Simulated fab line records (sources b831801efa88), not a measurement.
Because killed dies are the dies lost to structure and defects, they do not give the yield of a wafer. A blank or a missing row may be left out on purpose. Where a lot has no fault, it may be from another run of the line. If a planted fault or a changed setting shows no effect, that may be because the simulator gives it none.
Chamber matching	flow sky130	pecvd-02 running SKY_CONTACT_CVD_00: 3 sister chambers
The step deposits Si3N4, target thk 75 nm. 14 wafers are shown with their chamber, then 7 later ones without.

== WAFERS WITH THEIR CHAMBER ==
wafer	chamber	heater-power-w (W)
L931.2	0	731
L931.3	0	721
L931.6	0	720
L933.1	2	750
L933.3	1	675
L933.4	2	719
L941.1	2	777
L941.2	1	673
L941.4	1	653
L943.2	0	782
L943.3	1	583
L943.6	2	622
L949.1	2	644
L949.4	0	735

SIGNATURES, as means of the wafers listed above
reading	chamber 0	chamber 1	chamber 2	scatter within a chamber
heater-power-w	737.80	646.00	702.40	48.8
Rule: for each reading, subtract the chamber's mean from the wafer's reading, divide by that reading's scatter and square the result; add these up over the readings and take the root, which gives the wafer's distance from the chamber. The wafer belongs to the nearest chamber; if the next one is less than 2 further off, it can't be placed. How the scatter is found: for the shown wafers, subtract from each reading the mean of its chamber, square and add these, divide the total by (wafers less chambers), then take the root.

== WAFERS MISSING THEIR CHAMBER ==
wafer	heater-power-w (W)
L949.6	698
L952.2	685
L952.3	647
L952.5	679
L954.2	732
L954.3	669
L954.4	744

== THE CHAMBER EACH PASSED THROUGH ==
wafer	from the rows above	in truth
L949.6	can't be placed: 2 or 0 or 1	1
L952.2	can't be placed: 2 or 1 or 0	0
L952.3	can't be placed: 1 or 2 or 0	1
L952.5	can't be placed: 2 or 1 or 0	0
L954.2	can't be placed: 0 or 2 or 1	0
L954.3	can't be placed: 1 or 2 or 0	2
L954.4	can't be placed: 0 or 2 or 1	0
Correct placement for 0 of the 7. Unplaceable from these rows: 7, with the true chamber sitting among the candidates in 7. Number placed wrongly: 0.
